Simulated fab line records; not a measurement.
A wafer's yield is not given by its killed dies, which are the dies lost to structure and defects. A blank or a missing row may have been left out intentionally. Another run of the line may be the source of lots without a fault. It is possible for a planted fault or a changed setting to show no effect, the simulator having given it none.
fab line records	flow sky130
[record] lots = 6	wafers = 18	lastDay = 49
route steps=708 shown LI_CONTACT@383 LOCAL_INTERCONNECT@387 PAD_OPEN@708
lots that met no fault: taken from a fault-free run of the same line
startH: hours from the record's first day to the start of the lot's first wafer shown	waitH: how many hours have passed since the lot's step before this one	" same as the row above	L1.1+2: several wafers, shown together as one row	- no value present, or no start provided	* or withheld: withheld	< > ~ a bound
route shown NAME@n: names a module that has steps shown in the file, with the first one's number in the route	usual: average and standard deviation across the fault-free wafers	same: alike in all rows	chamber/n: place in a boat	sites: readings site by site	_std_site: the values' standard deviation	_edge_site: inner sites' mean taken away from outer sites' mean	radiusMm: how far each site lies from the wafer's centre	mask NAME#n: copy n	behind: the tool/chamber that last shaped the wafer	hold: reason for holding the lot/hours on hold/outcome of the hold	device: whichever transistor did not switch (one of n, p or np)	end of line: the same wafers' tests at the end of the route	step lacking rows: just its recipe	killed: dies that structure and defects cost at the first sort, which is not the same as the wafer's yield	map: dies across one wafer; x = killed, . = not, _ = none there
set.NAME: the setting as run; set.NAME@STEP: as run at that earlier step	model.NAME: the simulator's own value behind a step, which no gauge read
lots at some steps of the route; a table a step, a row a wafer
services: when a tool's chamber went out of use (startH, in hours from the record's first day, below 0 if earlier), for how many hours, and the reason
[[steps]]
[step SKY_LI_CONTACT_CVD_21]
[recipe] material = W	targetThkNm = 400	timeS = 120.56	tempC = 400	pressureTorr = 40
[usual] heaterPowerW = 908/140	susceptorTempC = 400.02/0.22
lot.wafer	tool	chamber	startH	waitH	heaterPowerW	susceptorTempC
L475.2	cvdW-01	1	671.15	0.0	1083	400.01
L475.5	"	1	"	"	1075	400.11
L475.6	"	0	"	"	827	400.10
L483.2	cvdW-01	1	737.37	0.0	1060	399.78
L483.4	"	1	"	"	1093	399.87
L483.5	"	1	"	"	1101	399.96
L484.3	cvdW-02	0	750.69	0.1	998	399.38
L484.4	"	1	"	"	749	400.05
L484.5	"	0	"	"	977	399.64
L493.1	cvdW-02	1	833.21	0.0	743	400.12
L493.4	"	1	"	"	738	400.00
L493.6	"	0	"	"	1013	399.90
L496.3	cvdW-02	1	835.35	0.1	721	400.06
L496.5	"	0	"	"	1025	399.85
L496.6	"	1	"	"	743	399.67
L495.1	cvdW-02	1	837.50	0.0	743	399.91
L495.3	"	0	"	"	961	400.12
L495.5	"	1	"	"	742	399.89
[step SKY_LI_CONTACT_RS_MEAS_22]
[recipe] thkMeasGauge = four-point-probe	reads = W_of_LI_CONTACT_CVD_21+TiN_of_LI_CONTACT_SPUTTER_20+Ti_of_LI_CONTACT_SPUTTER_19
[usual] LI_CONTACT_W_RS = 0.2844/0.0026
lot.wafer	tool	chamber	startH	waitH	LI_CONTACT_W_RS[ohm/sq]
L475.2	filmMetro-04	-	671.30	0.1	0.2818
L475.5	"	-	"	"	0.2821
L475.6	"	-	"	"	0.2805
L483.2	filmMetro-01	-	737.51	0.1	0.2849
L483.4	"	-	"	"	0.2828
L483.5	"	-	"	"	0.2806
L484.3	filmMetro-01	-	750.82	0.1	0.2831
L484.4	"	-	"	"	0.2883
L484.5	"	-	"	"	0.2846
L493.1	filmMetro-04	-	833.34	0.1	0.2856
L493.4	"	-	"	"	0.2845
L493.6	"	-	"	"	0.2917
L496.3	filmMetro-01	-	835.47	0.1	0.2858
L496.5	"	-	"	"	0.2851
L496.6	"	-	"	"	0.2840
L495.1	filmMetro-04	-	837.62	0.1	0.2853
L495.3	"	-	"	"	0.2902
L495.5	"	-	"	"	0.2857
[step SKY_LI_CONTACT_THK_MEAS_23]
[recipe] thkMeasGauge = xrf	reads = W_of_LI_CONTACT_CVD_21
[usual] LI_CONTACT_W_THK = 404/5.8
lot.wafer	tool	chamber	startH	waitH	LI_CONTACT_W_THK[nm]
L475.2	filmMetro-04	-	671.41	0.1	408
L475.5	"	-	"	"	408
L475.6	"	-	"	"	408
L483.2	filmMetro-01	-	737.62	0.1	408
L483.4	"	-	"	"	411
L483.5	"	-	"	"	414
L484.3	filmMetro-01	-	750.92	0.1	409
L484.4	"	-	"	"	402
L484.5	"	-	"	"	407
L493.1	filmMetro-04	-	833.46	0.1	395
L493.4	"	-	"	"	400
L493.6	"	-	"	"	387
L496.3	filmMetro-01	-	835.57	0.1	408
L496.5	"	-	"	"	403
L496.6	"	-	"	"	405
L495.1	filmMetro-04	-	837.74	0.1	398
L495.3	"	-	"	"	389
L495.5	"	-	"	"	395
[step SKY_LI_CONTACT_CMP_24]
[recipe] stopOn = PSG	tOverpolishS = 20	downForcePsi = 3.5	platenRpm = 60	targetThkNm = 0	padVelocityMS = 0.94248
[usual] motorCurrentA = 11.8/0.86	overpolishRunS = 19.999/0.0098	timeToEndpointS = 97/4.5
lot.wafer	tool	chamber	startH	waitH	motorCurrentA	overpolishRunS	timeToEndpointS
L475.2	cmp-01	0	671.51	0.1	13.0	19.996	93
L475.6	"	3	"	"	11.0	19.999	89
L475.5	"	0	"	"	12.9	20.002	93
L483.4	cmp-02	0	737.67	0.0	10.8	20.013	97
L483.2	"	2	"	"	11.2	20.016	97
L483.5	"	1	"	"	9.9	20.018	101
L484.4	cmp-02	1	750.96	0.0	11.0	20.002	99
L484.3	"	3	"	"	12.8	19.999	94
L484.5	"	1	"	"	10.7	19.998	104
L493.4	cmp-01	0	833.52	0.0	12.9	20.005	93
L493.1	"	1	"	"	11.7	19.995	98
L493.6	"	0	"	"	13.3	19.987	93
L496.3	cmp-01	1	835.61	0.0	12.2	20.008	102
L496.5	"	1	"	"	12.3	20.009	101
L496.6	"	2	"	"	11.3	19.985	101
L495.3	cmp-01	0	838.02	0.2	13.3	19.984	94
L495.1	"	1	"	"	11.8	19.989	99
L495.5	"	0	"	"	13.2	19.997	96
[step SKY_LOCAL_INTERCONNECT_SPUTTER_00]
[recipe] material = TiN	targetThkNm = 100	tempC = 300	powerW = 6500	timeS = 83.3	chamberPressurePa = 0.4
[usual] susceptorTempC = 300.00/0.18	throttleValvePct = 29.7/0.85
lot.wafer	tool	chamber	startH	waitH	susceptorTempC	throttleValvePct
L475.2	pvdSputter-02	-	671.76	0.2	300.08	29.3
L475.5	"	-	"	"	300.30	29.4
L475.6	"	-	"	"	299.72	28.8
L483.2	pvdSputter-01	-	737.97	0.1	299.64	29.6
L483.4	"	-	"	"	299.90	30.1
L483.5	"	-	"	"	300.19	29.9
L484.3	pvdSputter-02	-	751.26	0.1	299.94	29.8
L484.4	"	-	"	"	300.10	28.3
L484.5	"	-	"	"	300.10	28.8
L493.1	pvdSputter-04	-	833.82	0.2	299.97	31.6
L493.4	"	-	"	"	299.75	30.0
L493.6	"	-	"	"	300.10	29.9
L496.3	pvdSputter-02	-	835.91	0.2	299.96	30.5
L496.5	"	-	"	"	299.76	28.9
L496.6	"	-	"	"	300.16	30.3
L495.1	pvdSputter-01	-	838.32	0.2	300.27	30.2
L495.3	"	-	"	"	299.90	29.6
L495.5	"	-	"	"	300.14	29.4
[step SKY_LOCAL_INTERCONNECT_RS_MEAS_01]
[recipe] thkMeasGauge = four-point-probe	reads = TiN_of_LOCAL_INTERCONNECT_SPUTTER_00
[usual] LOCAL_INTERCONNECT_TIN_RS = 14.13/0.14
lot.wafer	tool	chamber	startH	waitH	LOCAL_INTERCONNECT_TIN_RS[ohm/sq]
L475.2	filmMetro-03	-	671.84	0.1	14.25
L475.5	"	-	"	"	14.07
L475.6	"	-	"	"	14.09
L483.2	filmMetro-01	-	738.06	0.1	14.26
L483.4	"	-	"	"	14.25
L483.5	"	-	"	"	14.18
L484.3	filmMetro-02	-	751.36	0.1	14.35
L484.4	"	-	"	"	13.98
L484.5	"	-	"	"	14.08
L493.1	filmMetro-03	-	833.88	0.0	13.92
L493.4	"	-	"	"	14.26
L493.6	"	-	"	"	13.98
L496.3	filmMetro-02	-	836.01	0.1	14.15
L496.5	"	-	"	"	13.93
L496.6	"	-	"	"	14.08
L495.1	filmMetro-01	-	838.38	0.0	14.26
L495.3	"	-	"	"	14.27
L495.5	"	-	"	"	14.17
[step SKY_LOCAL_INTERCONNECT_THK_MEAS_02]
[recipe] thkMeasGauge = xrf	reads = TiN_of_LOCAL_INTERCONNECT_SPUTTER_00
[usual] LOCAL_INTERCONNECT_TIN_THK = 101.1/0.96
lot.wafer	tool	chamber	startH	waitH	LOCAL_INTERCONNECT_TIN_THK[nm]
L475.2	filmMetro-03	-	671.95	0.1	99.8
L475.5	"	-	"	"	101.1
L475.6	"	-	"	"	101.6
L483.2	filmMetro-01	-	738.17	0.1	100.4
L483.4	"	-	"	"	101.0
L483.5	"	-	"	"	100.6
L484.3	filmMetro-02	-	751.46	0.1	99.3
L484.4	"	-	"	"	102.4
L484.5	"	-	"	"	101.2
L493.1	filmMetro-03	-	834.00	0.1	102.2
L493.4	"	-	"	"	99.7
L493.6	"	-	"	"	101.2
L496.3	filmMetro-02	-	836.11	0.1	101.0
L496.5	"	-	"	"	102.7
L496.6	"	-	"	"	101.6
L495.1	filmMetro-01	-	838.50	0.1	99.5
L495.3	"	-	"	"	100.0
L495.5	"	-	"	"	100.1
[step SKY_LOCAL_INTERCONNECT_DEHYDRATE_03]
[recipe] tempC = 200	timeS = 60
[step SKY_LOCAL_INTERCONNECT_HMDS_04]
[recipe] primeTimeS = 60	primeTempC = 120
[step SKY_LOCAL_INTERCONNECT_COAT_05]
[recipe] resist = BARC	tempC = withheld	timeS = withheld	spinRpm = 3000	resistThkNm = 60
[step SKY_LOCAL_INTERCONNECT_COAT_06]
[recipe] resist = KrF-thick	spinRpm = 3000	resistThkNm = 450
[step SKY_LOCAL_INTERCONNECT_SOFTBAKE_07]
[recipe] tempC = 100	timeS = 88.39	resist = KrF-thick
[step SKY_LOCAL_INTERCONNECT_EXPOSE_08]
[recipe] maskId = LI1M	na = 0.8	sourceShape = annular	sigmaInner = 0.55	sigmaOuter = 0.85	targetCdNm = 170	doseMj = 28
[same] na = 0.8	sigmaOuter = 0.85
lot.wafer	tool	chamber	startH	waitH	mask
L475.2+5+6	krfScanner-01	0	686.65	-	LI1M#0
L483.2+4+5	krfScanner-01	0	753.05	-	LI1M#0
L484.3+4+5	krfScanner-01	0	763.94	-	LI1M#0
L493.1+4+6	krfScanner-02	0	846.50	-	LI1M#0
L496.3+5+6	krfScanner-02	0	848.82	-	LI1M#0
L495.1+3+5	krfScanner-01	0	850.91	-	LI1M#0
[step SKY_LOCAL_INTERCONNECT_PEB_09]
[recipe] pebTempC = withheld	pebTimeS = withheld	resist = KrF-thick
[step SKY_LOCAL_INTERCONNECT_DEVELOP_10]
[recipe] developTimeS = 60	resist = KrF-thick	devTempC = 21
[step SKY_LOCAL_INTERCONNECT_CD_MEAS_11]
[recipe] targetCdNm = 170
[usual] cdNm = 170.0/1.7
lot.wafer	tool	chamber	startH	waitH	cdNm
L475.2	cdSem-01	-	700.02	-	171.5
L475.5	"	-	"	"	172.7
L475.6	"	-	"	"	171.9
L483.2	cdSem-02	-	764.65	-	173.3
L483.4	"	-	"	"	172.5
L483.5	"	-	"	"	150.2
L484.3	cdSem-02	-	777.87	-	171.1
L484.4	"	-	"	"	170.2
L484.5	"	-	"	"	148.2
L493.1	cdSem-01	-	860.35	-	169.2
L493.4	"	-	"	"	168.6
L493.6	"	-	"	"	170.2
L496.3	cdSem-01	-	862.29	-	166.8
L496.5	"	-	"	"	168.4
L496.6	"	-	"	"	166.9
L495.1	cdSem-01	-	864.25	-	170.9
L495.3	"	-	"	"	170.4
L495.5	"	-	"	"	171.9
[step SKY_LOCAL_INTERCONNECT_OVL_MEAS_12]
[usual] LOCAL_INTERCONNECT_OVL = 1/5.4
lot.wafer	tool	chamber	startH	waitH	LOCAL_INTERCONNECT_OVL[nm]
L475.2	overlay-01	-	700.13	0.1	10
L475.5	"	-	"	"	2
L475.6	"	-	"	"	5
L483.2	overlay-02	-	764.76	0.1	5
L483.4	"	-	"	"	4
L483.5	"	-	"	"	-1
L484.3	overlay-02	-	777.96	0.1	1
L484.4	"	-	"	"	12
L484.5	"	-	"	"	3
L493.1	overlay-02	-	860.47	0.1	6
L493.4	"	-	"	"	1
L493.6	"	-	"	"	3
L496.3	overlay-01	-	862.38	0.1	11
L496.5	"	-	"	"	7
L496.6	"	-	"	"	16
L495.1	overlay-01	-	864.37	0.1	0
L495.3	"	-	"	"	6
L495.5	"	-	"	"	5
[step SKY_LOCAL_INTERCONNECT_ETCH_13]
[recipe] chemistry = N2/H2	target = BARC	ionEnergyEv = 200	biasW = 100	pressureMtorr = 30	n2FlowSccm = 100	h2FlowSccm = 200	icpW = 500	stopOn = SiO2	timeS = 45.9	targetDepthA = 600
[usual] drypumpMotorCurrentA = 5.68/0.22	oesProductAu = 0.854/0.0045	throttleValvePct = 13.225/0.0083
lot.wafer	tool	chamber	startH	waitH	drypumpMotorCurrentA	oesProductAu	rfHoursCounterH	throttleValvePct	model.LOCAL_INTERCONNECT.cdNm
L475.2	rieMetal-03	0	700.16	0.0	5.47	0.857	0	13.219	172
L475.5	"	1	"	"	5.70	0.849	-	13.217	174.1
L475.6	"	0	"	"	5.45	0.866	-	13.244	172
L483.2	rieMetal-04	0	764.79	0.0	5.94	0.858	2	13.232	172.9
L483.4	"	1	"	"	5.66	0.852	-	13.230	173.9
L483.5	"	1	"	"	5.68	0.854	-	13.212	151.7
L484.3	rieMetal-02	1	778.01	0.0	5.65	0.855	-	13.217	170.3
L484.4	"	0	"	"	5.07	0.851	-	13.221	170.4
L484.5	"	1	"	"	5.66	0.856	-	13.229	147.8
L493.1	rieMetal-04	0	860.51	0.0	5.94	0.855	5	13.225	168.2
L493.4	"	1	"	"	5.72	0.864	-	13.210	168.7
L493.6	"	1	"	"	5.69	0.851	-	13.235	169.8
L496.3	rieMetal-03	0	862.43	0.0	5.48	0.843	-	13.230	166.6
L496.5	"	1	"	"	5.72	0.858	-	13.222	169.2
L496.6	"	0	"	"	5.47	0.848	-	13.243	166.3
L495.1	rieMetal-03	1	864.41	0.0	5.71	0.853	6	13.224	171.4
L495.3	"	1	"	"	5.72	0.844	-	13.218	171.4
L495.5	"	1	"	"	5.72	0.863	-	13.230	172.5
[step SKY_LOCAL_INTERCONNECT_METAL_ETCH_14]
[recipe] targetDepthNm = 110	stopOn = PSG	chemistry = Cl2/BCl3	target = TiN	resistSidewallDeg = 88	pressureMtorr = 10	icpW = 900	biasW = 48.5	Cl2_flow_sccm = 60	bcl3FlowSccm = 30	timeS = 31.4
[usual] drypumpMotorCurrentA = 5.67/0.22	oesProductAu = 0.942/0.0074	throttleValvePct = 21.900/0.0099
lot.wafer	tool	chamber	startH	waitH	drypumpMotorCurrentA	oesProductAu	rfHoursCounterH	throttleValvePct	model.LOCAL_INTERCONNECT.cdNm
L475.2	rieMetal-03	0	700.22	0.0	5.48	0.938	0	21.905	171.7
L475.5	"	1	"	"	5.72	0.940	-	21.899	173.7
L475.6	"	0	"	"	5.49	0.953	-	21.886	171.2
L483.2	rieMetal-04	0	764.85	0.0	5.90	0.937	2	21.898	172.8
L483.4	"	1	"	"	5.66	0.936	-	21.880	174.5
L483.5	"	1	"	"	5.66	0.949	-	21.898	152
L484.3	rieMetal-02	1	778.07	0.0	5.64	0.932	-	21.916	170.2
L484.4	"	0	"	"	5.08	0.946	-	21.901	170.2
L484.5	"	1	"	"	5.62	0.938	-	21.892	147.5
L493.1	rieMetal-04	0	860.57	0.0	5.94	0.957	5	21.886	168.1
L493.4	"	1	"	"	5.72	0.936	-	21.906	169.3
L493.6	"	1	"	"	5.70	0.946	-	21.904	170.1
L496.3	rieMetal-03	0	862.49	0.0	5.46	0.939	-	21.909	165.7
L496.5	"	1	"	"	5.72	0.941	-	21.909	168.8
L496.6	"	0	"	"	5.48	0.941	-	21.911	165.5
L495.1	rieMetal-03	1	864.47	0.0	5.71	0.942	7	21.901	171
L495.3	"	1	"	"	5.69	0.939	-	21.909	171.5
L495.5	"	1	"	"	5.72	0.934	-	21.896	172.3
[step SKY_LOCAL_INTERCONNECT_STRIP_15]
[recipe] chemistry = O2/N2	powerW = 1400	pressureMtorr = 1500	platenTempC = withheld	o2FlowSccm = 3000	n2FlowSccm = 300	overashFraction = 0.5
[usual] drypumpMotorCurrentA = 5.6/0.56	oesProductAu = 0.427/0.0045	stripTimeToEndpointS = 4.722/0.019
lot.wafer	tool	chamber	startH	waitH	drypumpMotorCurrentA	oesProductAu	rfHoursCounterH	stripTimeToEndpointS
L475.2	plasmaAsher-04	0	700.27	0.0	6.0	0.427	103	4.717
L475.5	"	1	"	"	5.5	0.423	-	4.728
L475.6	"	0	"	"	6.0	0.426	-	4.719
L483.2	plasmaAsher-04	0	764.90	0.0	5.9	0.418	2	4.745
L483.4	"	0	"	"	5.9	0.427	-	4.714
L483.5	"	0	"	"	5.9	0.417	-	4.720
L484.3	plasmaAsher-01	0	778.14	0.1	6.5	0.435	-	4.735
L484.4	"	1	"	"	6.3	0.427	-	4.717
L484.5	"	1	"	"	6.3	0.427	-	4.730
L493.1	plasmaAsher-01	0	860.62	0.0	6.4	0.428	99	4.717
L493.4	"	0	"	"	6.4	0.431	-	4.728
L493.6	"	1	"	"	6.3	0.429	-	4.711
L496.3	plasmaAsher-01	1	862.56	0.1	6.3	0.423	-	4.755
L496.5	"	1	"	"	6.3	0.430	-	4.720
L496.6	"	0	"	"	6.4	0.421	-	4.718
L495.1	plasmaAsher-02	1	864.52	0.0	4.9	0.437	72	4.753
L495.3	"	0	"	"	5.5	0.428	-	4.747
L495.5	"	1	"	"	4.9	0.422	-	4.739
[step SKY_PAD_OPEN_PROBE_99]
[usual] killed_at_M0_to_M3 = 44/7.8	killed_at_M4_up = 2.9/1.7	killedAtContacts = 24/5.4	killedAtFrontEnd = 15/4.5	killedAtOther = 0.3/0.55	killedDies = 87/10	killedOpen = 48/7.4	killedShort = 39/5.9
[same] grossDies = 492	killedAtBackSide = 0
lot.wafer	tool	chamber	startH	waitH	killed_at_M0_to_M3	killed_at_M4_up	killedAtContacts	killedAtFrontEnd	killedAtOther	killedDies	killedOpen	killedShort	model.etest.resLi.lineOhmUm	model.etest.mconChain.rcOhm
L475.2	prober-02	-	1072.67	0.1	44	2	24	13	0	83	48	35	75.4	16.45
L475.5	prober-02	-	1072.82	0.2	44	4	21	12	1	82	42	40	73.26	17.13
L475.6	prober-02	-	1072.87	0.2	45	3	25	21	1	95	51	44	74.15	17.37
L483.2	prober-01	-	1121.12	0.1	46	3	24	15	0	88	47	40	74.21	16.45
L483.4	prober-01	-	1121.22	0.2	42	1	31	19	0	93	52	41	73.88	15.9
L483.5	prober-01	-	1121.27	0.2	39	0	32	18	0	89	51	30	84.5	17.74
L484.3	prober-01	-	1127.30	0.2	38	2	25	16	0	81	37	44	76.34	16.96
L484.4	prober-01	-	1127.35	0.2	40	3	17	18	0	78	39	39	74.52	16.67
L484.5	prober-01	-	1127.40	0.2	56	2	41	13	0	112	48	47	86.3	18.1
L493.1	prober-01	-	1186.12	0.1	48	3	21	11	1	84	49	35	74.52	16.07
L493.4	prober-01	-	1186.27	0.2	34	4	23	14	0	75	43	32	75.8	16.06
L493.6	prober-01	-	1186.37	0.2	39	4	18	9	0	70	37	33	74.64	16.57
L496.3	prober-02	-	1186.22	0.2	39	1	24	19	0	83	40	43	77.25	16.48
L496.5	prober-02	-	1186.32	0.2	42	4	22	21	1	90	56	34	74.67	16.97
L496.6	prober-02	-	1186.37	0.2	42	3	24	23	0	92	52	40	77.11	16.74
L495.1	prober-01	-	1186.92	0.1	44	1	35	17	0	97	51	46	75.81	16.65
L495.3	prober-01	-	1187.02	0.2	44	2	29	7	0	82	46	36	75.22	17.16
L495.5	prober-01	-	1187.12	0.2	32	2	30	9	0	73	36	37	74.68	16.4
// killed by level:class
L475.2 VIA1:geometricParticle:open=12 LI_CONTACT:geometricParticle:open=11 CONTACT:geometricParticle:open=7 VIA2:geometricParticle:open=6 VIA1:geometricParticle:short=5 METAL1:geometricParticle:short=5 FIELD_ISO:geometricParticle:short=4 VIA2:geometricParticle:short=4
L475.5 CONTACT:geometricParticle:open=8 METAL1:geometricParticle:short=8 VIA1:geometricParticle:short=8 VIA1:geometricParticle:open=8 VIA2:geometricParticle:open=8 FIELD_ISO:geometricParticle:open=4 LI_CONTACT:geometricParticle:open=4 CONTACT:geometricParticle:short=4
L475.6 FIELD_ISO:geometricParticle:open=10 VIA1:geometricParticle:open=9 VIA2:geometricParticle:open=9 CONTACT:geometricParticle:short=8 LI_CONTACT:geometricParticle:open=6 CONTACT:geometricParticle:open=5 VIA2:geometricParticle:short=5 VIA1:geometricParticle:short=5
L483.2 VIA1:geometricParticle:open=11 VIA3:geometricParticle:open=8 FIELD_ISO:geometricParticle:short=7 LI_CONTACT:geometricParticle:open=7 VIA2:geometricParticle:open=7 VIA1:geometricParticle:short=5 METAL1:geometricParticle:short=5 LOCAL_INTERCONNECT:geometricParticle:short=5
L483.4 CONTACT:geometricParticle:open=13 VIA2:geometricParticle:open=12 VIA1:geometricParticle:open=8 FIELD_ISO:geometricParticle:short=7 VIA1:geometricParticle:short=7 LI_CONTACT:geometricParticle:open=6 CONTACT:geometricParticle:short=6 METAL1:geometricParticle:short=5
L483.5 CONTACT:geometricParticle:open=12 VIA3:geometricParticle:open=11 VIA2:geometricParticle:open=8 LOCAL_INTERCONNECT:areaExpose=8 VIA1:geometricParticle:open=6 FIELD_ISO:geometricParticle:open=4 FIELD_ISO:geometricParticle:short=4 VIA3:geometricParticle:short=4
L484.3 VIA1:geometricParticle:open=11 CONTACT:geometricParticle:short=9 METAL2:geometricParticle:short=6 CONTACT:geometricParticle:open=6 VIA1:geometricParticle:short=6 FIELD_ISO:geometricParticle:open=4 LI_CONTACT:geometricParticle:open=4 METAL1:geometricParticle:short=4
L484.4 VIA1:geometricParticle:open=8 POLY_GATE:geometricParticle:open=6 METAL1:geometricParticle:short=6 FIELD_ISO:geometricParticle:short=5 FIELD_ISO:geometricParticle:open=5 VIA2:geometricParticle:open=5 LI_CONTACT:geometricParticle:short=4 METAL2:geometricParticle:short=4
L484.5 LOCAL_INTERCONNECT:areaExpose=17 CONTACT:geometricParticle:open=11 VIA1:geometricParticle:open=11 VIA2:geometricParticle:open=10 METAL1:geometricParticle:short=8 VIA1:geometricParticle:short=7 POLY_GATE:geometricParticle:short=5 VIA3:geometricParticle:open=5
L493.1 VIA1:geometricParticle:open=13 VIA3:geometricParticle:open=8 LI_CONTACT:geometricParticle:open=6 CONTACT:geometricParticle:open=6 LOCAL_INTERCONNECT:geometricParticle:short=5 VIA2:geometricParticle:open=5 METAL2:geometricParticle:short=4 VIA3:geometricParticle:short=4
L496.3 LI_CONTACT:geometricParticle:open=8 VIA1:geometricParticle:open=7 METAL2:geometricParticle:short=7 LOCAL_INTERCONNECT:geometricParticle:short=6 CONTACT:geometricParticle:open=5 METAL1:geometricParticle:short=5 VIA2:geometricParticle:open=5 METAL3:geometricParticle:short=4
L493.4 CONTACT:geometricParticle:open=13 VIA1:geometricParticle:open=7 VIA3:geometricParticle:open=6 POLY_GATE:geometricParticle:short=5 VIA1:geometricParticle:short=5 LI_CONTACT:geometricParticle:open=4 VIA2:geometricParticle:open=4 METAL4:geometricParticle:short=4
L496.5 VIA1:geometricParticle:open=11 LI_CONTACT:geometricParticle:open=10 CONTACT:geometricParticle:open=9 VIA2:geometricParticle:open=9 VIA3:geometricParticle:open=6 FIELD_ISO:geometricParticle:short=5 POLY_GATE:geometricParticle:short=4 METAL1:geometricParticle:short=4
L493.6 METAL1:geometricParticle:short=8 CONTACT:geometricParticle:open=7 VIA1:geometricParticle:open=7 VIA3:geometricParticle:open=6 LI_CONTACT:geometricParticle:open=5 CONTACT:geometricParticle:short=3 VIA1:geometricParticle:short=3 METAL2:geometricParticle:short=3
L496.6 VIA1:geometricParticle:open=11 LI_CONTACT:geometricParticle:open=8 CONTACT:geometricParticle:open=7 METAL2:geometricParticle:short=7 POLY_GATE:geometricParticle:short=6 CONTACT:geometricParticle:short=5 VIA1:geometricParticle:short=5 METAL3:geometricParticle:short=5
L495.1 CONTACT:geometricParticle:open=15 LI_CONTACT:geometricParticle:open=9 VIA1:geometricParticle:short=9 VIA1:geometricParticle:open=8 CONTACT:geometricParticle:short=7 VIA3:geometricParticle:open=7 FIELD_ISO:geometricParticle:short=5 METAL2:geometricParticle:short=5
L495.3 LI_CONTACT:geometricParticle:open=12 METAL2:geometricParticle:short=9 CONTACT:geometricParticle:open=9 VIA1:geometricParticle:open=8 VIA1:geometricParticle:short=6 METAL1:geometricParticle:short=5 LI_CONTACT:geometricParticle:short=4 METAL1:geometricParticle:open=4
L495.5 CONTACT:geometricParticle:short=9 VIA1:geometricParticle:open=9 LI_CONTACT:geometricParticle:open=7 CONTACT:geometricParticle:open=6 METAL2:geometricParticle:short=6 LOCAL_INTERCONNECT:geometricParticle:short=5 VIA3:geometricParticle:open=4 FIELD_ISO:geometricParticle:short=3
[[services]]
tool	chamber	startH	hours	kind
cmp-01	-	647.28	1.2	repair
cmp-01	-	654.24	1.6	repair
plasmaAsher-01	-	661.37	94.9	repair
plasmaAsher-01	-	661.64	0.7	repair
rieMetal-04	0	672.47	9.7	repair
rieMetal-03	-	673.66	11.4	repair
cmp-01	-	682.35	5.4	pm
krfScanner-01	-	700.71	25.6	repair
cmp-01	-	702.74	3.4	repair
krfScanner-01	-	726.34	1.0	pm
krfScanner-01	-	743.40	3.9	repair
cmp-01	-	744.00	4.0	pm
cmp-01	-	757.38	5.3	repair
cmp-01	-	761.82	0.8	repair
krfScanner-01	-	786.22	0.8	pm
pvdSputter-02	-	788.00	3.3	repair
krfScanner-01	-	802.21	1.3	pm
krfScanner-01	-	806.44	3.6	pm
cvdW-02	-	809.38	6.9	pm
rieMetal-03	-	811.92	14.6	pm
rieMetal-04	-	821.03	1.1	repair
pvdSputter-02	-	834.65	0.7	repair
krfScanner-01	-	839.00	4.4	pm
plasmaAsher-01	-	854.75	1.1	repair
[[key]]
[firstSign] step = SKY_LOCAL_INTERCONNECT_CD_MEAS_11	reading = cdNm	direction = down	sigmas = 13	usual = 170.0	struck = 149.2
effect none on later readings
[modelEffect] step = SKY_LOCAL_INTERCONNECT_ETCH_13	value = LOCAL_INTERCONNECT.cdNm	without = 171.5	struck = 149.8
[modelEffect] step = SKY_LOCAL_INTERCONNECT_METAL_ETCH_14	value = LOCAL_INTERCONNECT.cdNm	without = 171.5	struck = 149.8
[modelEffect] step = SKY_PAD_OPEN_PROBE_99	value = etest.resLi.lineOhmUm	without = 74.56	struck = 85.4
metAt SKY_LOCAL_INTERCONNECT_EXPOSE_08
struckWafers L483.5,L484.5
testerLeftOut L483,L484
onsetBetween 686.65 753.05
[fault] kind = processParameterDrift	tool = krfScanner-01	chamber = -	onsetH = 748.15	steps = SKY_LOCAL_INTERCONNECT_EXPOSE_08	channel = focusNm	offset = 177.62	shape = step	endH = 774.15	scope = struckWafersOnly
// testerLeftOut: of these lots the tester's yield and bins aren't shown, on N5 and GAA mostly nor the transistor test; their killed dies are dies lost to structure and defects alone, not to doping, threshold or leakage, so they don't give the yield
